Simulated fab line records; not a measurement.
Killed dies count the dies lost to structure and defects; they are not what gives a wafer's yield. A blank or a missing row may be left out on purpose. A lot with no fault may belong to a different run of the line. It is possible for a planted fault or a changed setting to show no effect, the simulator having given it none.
Struck lot and sound lot, side by side ; flow sky130 ; 29 steps out of a route of 708
Sound: the wafers L828.2, L828.3, L828.5. Struck: wafer L822.2 (left out: L822.5, L822.6 of the same lot, which were not struck); the cause appears at the end.
At each step with rows: each side's tool, then ch and its chambers, then its first start. Under that, the readings that differ: sound wafers ; struck wafers ; difference of the means ; sigmas: that difference in standard deviations of wafers without a fault.
alike: readings whose means differ by less than 2 such deviations, and words and numbers that are the same on both sides. not compared: withheld readings, readings that some wafer has no value for, bounds like >300 that may hide the same value, and numbers for which the record gives no deviation and whose values overlap.
A row with sigmas, a row that says differs or no value, or rows on one side alone: a step with any of these is where the two part. When numbers do not overlap yet have no deviation, they are printed without sigmas and do not part them. A reading missing from all wafers of one side parts the sides only when that side holds two or more wafers.

first, 8 steps without rows for these wafers: SKY_LOCAL_INTERCONNECT_ETCH_13 (etches BARC in N2/H2, stops on SiO2, time 45.9 s, target depth 60 nm); SKY_LOCAL_INTERCONNECT_METAL_ETCH_14 (etches TiN in Cl2/BCl3, stops on PSG, target depth 110 nm, time 31.4 s); SKY_LOCAL_INTERCONNECT_STRIP_15 (strips in O2/N2); SKY_LOCAL_INTERCONNECT_STRIP_16 (strips in post etch residue remover, time 1200 s); SKY_LOCAL_INTERCONNECT_CLEAN_17 (cleans in IPA, time 180 s); SKY_LOCAL_INTERCONNECT_CLEAN_18 (cleans in O3/DIW); SKY_CONTACT_CVD_00 (deposits Si3N4, target thk 75 nm); SKY_CONTACT_HDPCVD_02 (deposits SiO2, target thk 565 nm, time 94.2 s).
SKY_CONTACT_CMP_04: polishes SiO2.
  sound on cmp-02 ch 0,1,2, day 35 18:09; struck on cmp-01 ch 2, day 33 23:02
reading;sound;struck;difference;sigmas
head-pressure-psi (psi);4.002 3.996 3.993;1.566;-2.431;-99 or more
motor-current-A (A);12.3 12.5 9.6;6.5;-5.0;-5
time-to-endpoint-s (s);79 80 85;104;+23;+5
model.SiO2_of_CONTACT_HDPCVD_02.thk-nm (nm);338.4 339 341.2;448.1;+108.6;
then, 9 steps without rows for these wafers: SKY_CONTACT_DEHYDRATE_06 (time 60 s); SKY_CONTACT_HMDS_07 (prime time 60 s); SKY_CONTACT_COAT_08 (resist thk 60 nm); SKY_CONTACT_COAT_09 (resist thk 450 nm); SKY_CONTACT_SOFTBAKE_10 (time 90 s); SKY_CONTACT_EXPOSE_11 (exposes mask CTM1, target cd 170 nm); SKY_CONTACT_PEB_12; SKY_CONTACT_DEVELOP_13 (develop time 60 s); SKY_CONTACT_ETCH_16 (etches BARC in N2/H2, stops on SiO2, time 45.9 s, target depth 60 nm).
SKY_CONTACT_ETCH_17: etches SiO2 in C4F8/O2/Ar, stops on Si3N4, target depth 340 nm.
  sound on rie-diel-02 ch 0,3, day 36 21:05; struck on rie-diel-01 ch 0, day 35 01:20
reading;sound;struck;difference;sigmas
oes-product-au (a.u.);0.896 0.881 0.892;0.989;+0.099;+20
model.etch.depth-nm (nm);338.4 339 341.2;400.1;+60.6;
model.CONTACT.feature-depth-nm (nm);338.4 339 341.2;400.1;+60.6;
SKY_CONTACT_ETCH_18: etches Si3N4 in CHF3/O2, stops on TiN, time 39 s, target depth 75 nm.
  sound on rie-diel-02 ch 0,3; struck on rie-diel-01 ch 0
reading;sound;struck;difference;sigmas
oes-product-au (a.u.);0.853 0.862 0.850;0.608;-0.247;-30
throttle-valve-pct (%);8.787 8.798 8.792;8.736;-0.056;-7
  alike: drypump-motor-current-A
  not compared: rf-hours-counter-h
then, 6 steps without rows for these wafers: SKY_CONTACT_STRIP_19 (strips in O2/N2); SKY_CONTACT_STRIP_20 (strips in post etch residue remover, time 1200 s); SKY_CONTACT_CLEAN_21 (cleans in IPA, time 180 s); SKY_CONTACT_CLEAN_22 (cleans in O3/DIW); SKY_CONTACT_SPUTTER_23 (material TiN, target thk 20 nm, time 80 s); SKY_CONTACT_CVD_24 (deposits W, target thk 340 nm, time 102.12 s).
SKY_CONTACT_CMP_27: polishes, stops on SiO2, t overpolish 15 s, target thk 0 nm.
  sound on cmp-02 ch 0,3, day 36 22:07; struck on cmp-02 ch 1, day 35 02:32
reading;sound;struck;difference;sigmas
model.SiO2_of_CONTACT_HDPCVD_02.thk-nm (nm);335.3 335.8 338.1;444.9;+108.5;
  alike: head-pressure-psi, motor-current-A
then, 1 step without rows for these wafers: SKY_METAL1_SPUTTER_00 (material Ti, target thk 15 nm, time 10 s).
-- the record jumps here: 13 days lie between the struck wafers' starts before and after (it left off in module METAL1 and takes up again in module PAD_OPEN, whose first step shown is number 708 of the route) --
SKY_PAD_OPEN_PROBE_99:
  sound on prober-02 at day 49 18:18; struck on prober-02 at day 48 14:18
reading;sound;struck;difference;sigmas
killed-at-contacts;32 14 33;431;+405;+70
killed-dies;96 72 90;490;+404;+43
killed-on-rim;19 17 26;96;+75;+20
  alike: killed_at_M0_to_M3, killed_at_M4_up, killed-at-front-end, killed-at-other, killed-open, killed-short

== WHERE THEY PART ==
First at SKY_CONTACT_CMP_04; last, within this record, at SKY_PAD_OPEN_PROBE_99.

WHY: the cause the simulator had injected
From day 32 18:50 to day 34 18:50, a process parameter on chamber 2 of cmp-01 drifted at SKY_CONTACT_CMP_04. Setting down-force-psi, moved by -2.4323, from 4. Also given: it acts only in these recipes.
